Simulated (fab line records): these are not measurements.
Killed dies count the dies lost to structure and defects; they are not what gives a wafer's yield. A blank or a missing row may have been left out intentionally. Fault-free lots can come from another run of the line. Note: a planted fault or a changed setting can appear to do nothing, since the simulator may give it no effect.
Which tool is to blame? | flow sky130 | 10 lots with 30 wafers sampled at 2 steps, on a route of 708 steps

== WHAT THE GAUGES READ, wafer by wafer ==
SKY_VIA3_THK_MEAS_23: measures by xrf.
lot  | measured     | on            | VIA3_W_THK (nm)
L335 | day 40 05:50 | film metro-01 | 385 381 387
L337 | day 40 17:29 | film metro-02 | 385 378 382
L338 | day 40 19:42 | film metro-03 | 385 390 388
L339 | day 41 13:26 | film metro-03 | 380 382 380
L345 | day 43 00:00 | film metro-03 | 381 380 381
L346 | day 43 06:05 | film metro-03 | 379 377 376
L350 | day 44 11:59 | film metro-02 | 371 378 380
L348 | day 44 16:20 | film metro-03 | 377 378 378
L349 | day 44 17:55 | film metro-02 | 379 378 381
L357 | day 46 17:35 | film metro-01 | 386 383 382

== WHAT TOOL EACH LOT RAN ON (gives the tool, then ch and the chambers of the sampled wafers, and finally the start) ==
lot  | SKY_METAL3_METAL_ETCH_18
L335 | rie metal-03 ch 0,1, day 39 02:37
L337 | rie metal-02 ch 0,1, day 39 13:56
L338 | rie metal-02 ch 0,1, day 39 16:14
L339 | rie metal-02 ch 0,1, day 40 10:48
L345 | rie metal-04 ch 0,1, day 41 21:44
L346 | rie metal-04 ch 0,1, day 42 05:01
L350 | rie metal-03 ch 0,1, day 43 11:47
L348 | rie metal-04 ch 0,1, day 43 15:11
L349 | rie metal-04 ch 1, day 43 16:09
L357 | rie metal-02 ch 0,1, day 45 18:12
- SKY_METAL3_METAL_ETCH_18: etches the open film in Cl2/BCl3, stops on SiO2, target depth 845 nm, time 183.1 s.

== THE ANSWER, worked out from the rows above alone ==
Rule: usual is defined by the lots themselves. The widest of any qualifying gaps counts: lots, ordered by their means at a reading, are off when they make up no more than a third of the lots, leave a main group of 4 or more, and stand apart from it by 3 or more times the standard deviation of that group's means. A main group is skipped when, at the precision printed for the reading in the tables above, its means are all equal. Also off: a lot with no number at a reading for which 4 or more lots have one. Any other lot the step has rows for is counted as sound.
Across all readings shown, no lot is off: no conclusion can be drawn from this.

== WHAT HAD BEEN PUT IN BY THE SIMULATOR ==
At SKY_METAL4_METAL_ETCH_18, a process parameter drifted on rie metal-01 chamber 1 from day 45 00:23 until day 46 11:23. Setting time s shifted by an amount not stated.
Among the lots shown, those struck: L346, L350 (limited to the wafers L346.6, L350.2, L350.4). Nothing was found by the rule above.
